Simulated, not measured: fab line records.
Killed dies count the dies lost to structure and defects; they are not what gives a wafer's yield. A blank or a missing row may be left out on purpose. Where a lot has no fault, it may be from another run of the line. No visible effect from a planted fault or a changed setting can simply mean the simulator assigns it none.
2 desks, one fault	flow gf180mcu	numbers are kept per desk, each desk with only its own; the story behind them comes last

## AT THE METROLOGY DESK
Means of the sampled wafers that have a number, per lot and without regard to the tool the lot ran on: this is what the gauges read. The brackets show how far a lot's mean lies from the usual mean; more than 4 standard deviations puts the lot out of limits, marked OUT.
Columns: A = HV_LDD_3_TW at GF_HV_LDD_TW_MEAS_38, usual 1446; B = HV_LDD_03_OVL at GF_HV_LDD_OVL_MEAS_47, usual 0.3 nm; C = HV_LDD_RS at GF_HV_LDD_RS_MEAS_53, usual 418.2 ohm/sq
lot	first seen here	A	B	C
L317	day 11 15:22	1472	-0.1	417.8
L318	day 12 01:37	1472	1.5	418.5
L319	day 12 07:05	1418	-0.7	419.8
L320	day 12 17:03	1426	0.5	417.8
L321	day 12 21:53	1475	-0.6	417.2
L326	day 14 17:41	1427	0.0	419.8
L327	day 14 22:26	1454	-1.1	419.6
L328	day 15 08:01	1455	-0.8	419.9
L334	day 17 04:44	1432	0.9	418.6
L335	day 17 22:04	1430	0.3	418.8
L336	day 17 23:51	1471	0.7	418.7
L337	day 18 06:55	1436	-0.0	418.7
L339	day 18 21:13	1431	0.6	419.0
L338	day 19 00:06	1442	-0.8	417.8
L340	day 19 07:29	1445	0.6	417.7
This desk's finding: nothing out of limits on any of the 15 lots.

## DESK OF THE TOOL OWNER: implanter-01
The tool's own readings at GF_HV_LDD_IMPLANT_33, given as means over the sampled wafers that have a number, one for each lot that went through this tool. The brackets show how far a lot's mean lies from the usual mean; more than 4 standard deviations puts the lot out of limits, marked OUT.
Columns: A = beam-on-s at GF_HV_LDD_IMPLANT_33, usual 9.97 s
lot	first seen here	A
L317	day 11 14:40	9.90
L320	day 12 16:22	9.97
L326	day 14 17:01	10.12
L327	day 14 21:44	9.88
L328	day 15 07:20	9.96
This desk's finding: nothing out of limits on any of the 5 lots.

## BROUGHT TOGETHER
Nothing out of limits was seen by the metrology desk.
The desk of the tool owner found nothing out of limits.

## WHAT THE SIMULATOR HAD INSERTED
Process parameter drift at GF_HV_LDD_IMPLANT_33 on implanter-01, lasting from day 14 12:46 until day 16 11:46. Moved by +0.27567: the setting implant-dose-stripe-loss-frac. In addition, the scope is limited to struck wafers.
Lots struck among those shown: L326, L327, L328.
